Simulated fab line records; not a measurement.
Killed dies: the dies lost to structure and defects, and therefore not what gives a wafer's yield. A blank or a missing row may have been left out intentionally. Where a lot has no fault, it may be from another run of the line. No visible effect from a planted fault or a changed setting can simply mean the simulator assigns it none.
Struck lot and sound lot, side by side	flow gf180mcu	27 out of 602 route steps
Sound: the wafers L864.2, L864.4, L864.5. Wafers L861.3, L861.4, L861.5 were the ones struck. At the end, the cause is stated.
For every step that has rows: the tool of each side, followed by ch and its chambers, followed by its first start. Under that, the readings that differ: sound wafers	struck wafers	difference of the means	sigmas: that difference in standard deviations of wafers without a fault.
alike: readings whose means differ by less than 2 such deviations, and words and numbers that are the same on both sides. not compared: withheld readings, readings that some wafer has no value for, bounds like >300 that may hide the same value, and numbers for which the record gives no deviation and whose values overlap.
A row with sigmas, a row that says differs or no value, or rows on one side alone: a step with any of these is where the two part. Numbers that don't overlap but have no deviation are shown without sigmas and don't part them. A reading that every wafer of one side lacks parts them only if that side has two wafers or more.

first, 1 step without rows for these wafers: GF_V2_ETCH_16 (etches BARC in N2/H2).
GF_V2_ETCH_17: etches SiO2 in C4F8/O2/Ar, stops on TiN, target depth 630 nm.
  sound on rie-diel-03 ch 1,3; struck on rie-diel-04 ch 0,2
  alike: oes-product-au
then, 5 steps without rows for these wafers: GF_V2_STRIP_18 (strips in O2/N2); GF_V2_STRIP_19 (strips in post etch residue remover, time 1200 s); GF_V2_CLEAN_20 (cleans in DIW); GF_V2_SPUTTER_21 (material Ti, target thk 15 nm, time 80.02 s); GF_V2_SPUTTER_22 (material TiN, target thk 10 nm, time 40 s).
GF_V2_CVD_23: deposits W, target thk 350 nm, time 104.94 s.
  sound on cvd-w-02 ch 0,1, day 26 16:05; struck on cvd-w-01 ch 0,1, day 25 17:04
reading	sound	struck	difference	sigmas
heater-power-w (W)	1118 1094 965	792 834 761	-263	-2
  alike: chamber-pressure-Torr, susceptor-temp-C
GF_V2_RS_MEAS_24: measures by four-point-probe.
  sound: film-metro-03 at day 26 16:13; struck: film-metro-01 at day 25 17:11
  alike: V2_W_RS
GF_V2_THK_MEAS_25: measures by xrf.
  sound: film-metro-03 at day 26 16:19; struck: film-metro-01 at day 25 17:17
  alike: V2_W_THK
then, 2 steps without rows for these wafers: GF_V2_CMP_26 (polishes, stops on SiO2, t overpolish 15 s, target thk 0 nm); GF_M3_SPUTTER_00 (material Ti, target thk 37.5 nm, time 150 s).
GF_M3_SPUTTER_01: material TiN, target thk 30 nm, time 25 s.
  sound: pvd-sputter-01 at day 26 16:46; struck: pvd-sputter-01 at day 25 17:43
  no value came back on the struck wafers for cathode-dc-power-W (W), chamber-pressure-pa (Pa), throttle-valve-pct (%); on the sound wafers cathode-dc-power-W (W) reads 6499.6 6498.5 6499.7
then, 1 step without rows for these wafers: GF_M3_SPUTTER_02 (material AlCu, target thk 450 nm, time 23.9 s).
GF_M3_SPUTTER_03: material Ti, target thk 10 nm, time 6.7 s.
  sound: pvd-sputter-01 at day 26 16:50; struck: pvd-sputter-01 at day 25 17:47
  alike: cathode-dc-power-W, chamber-pressure-pa, throttle-valve-pct
GF_M3_SPUTTER_04: material TiN, target thk 50 nm, time 41.7 s.
  sound: pvd-sputter-01 at day 26 16:51; struck: pvd-sputter-01 at day 25 17:48
  alike: cathode-dc-power-W, chamber-pressure-pa, throttle-valve-pct
then, 7 steps without rows for these wafers: GF_M3_DEHYDRATE_07 (time 60 s); GF_M3_HMDS_08 (prime time 60 s); GF_M3_COAT_09 (resist thk 1000 nm); GF_M3_SOFTBAKE_10 (time 60 s); GF_M3_EXPOSE_11 (exposes mask Metal3, target cd 280 nm); GF_M3_PEB_12 (peb time 90 s); GF_M3_DEVELOP_13 (develop time 60 s).
GF_M3_CD_MEAS_14: target cd 280 nm.
  sound: cd-sem-02 at day 27 13:35; struck: cd-sem-02 at day 26 14:55
  alike: cd-nm
GF_M3_OVL_MEAS_15:
  sound: overlay-01 at day 27 13:41; struck: overlay-01 at day 26 15:01
  alike: M3_OVL
GF_M3_METAL_ETCH_16: etches the open film in Cl2/BCl3, stops on SiO2, target depth 627.5 nm, time 104.6 s.
  sound on rie-metal-03 ch 0,1, day 27 13:43; struck on rie-metal-04 ch 0,1, day 26 15:04
reading	sound	struck	difference	sigmas
oes-product-au (a.u.)	0.977 0.973 0.966	0.938 0.946 0.941	-0.030	-5
throttle-valve-pct (%)	28.256 28.241 28.233	28.275 28.274 28.283	+0.034	+3
  alike: drypump-motor-current-A
  not compared: rf-hours-counter-h
GF_M3_STRIP_17: strips in O2/N2.
  sound on plasma-asher-03 ch 1, day 27 13:50; struck on plasma-asher-04 ch 0,1, day 26 15:10
  alike: drypump-motor-current-A, heater-power-w, oes-product-au, strip-time-to-endpoint-s
  not compared: rf-hours-counter-h

== WHERE THEY PART ==
Last at GF_M3_METAL_ETCH_16 as far as this record goes, first at GF_V2_CVD_23. Later steps at which nothing parts them and some readings are alike: GF_M3_STRIP_17.

WHY: whatever the simulator had introduced
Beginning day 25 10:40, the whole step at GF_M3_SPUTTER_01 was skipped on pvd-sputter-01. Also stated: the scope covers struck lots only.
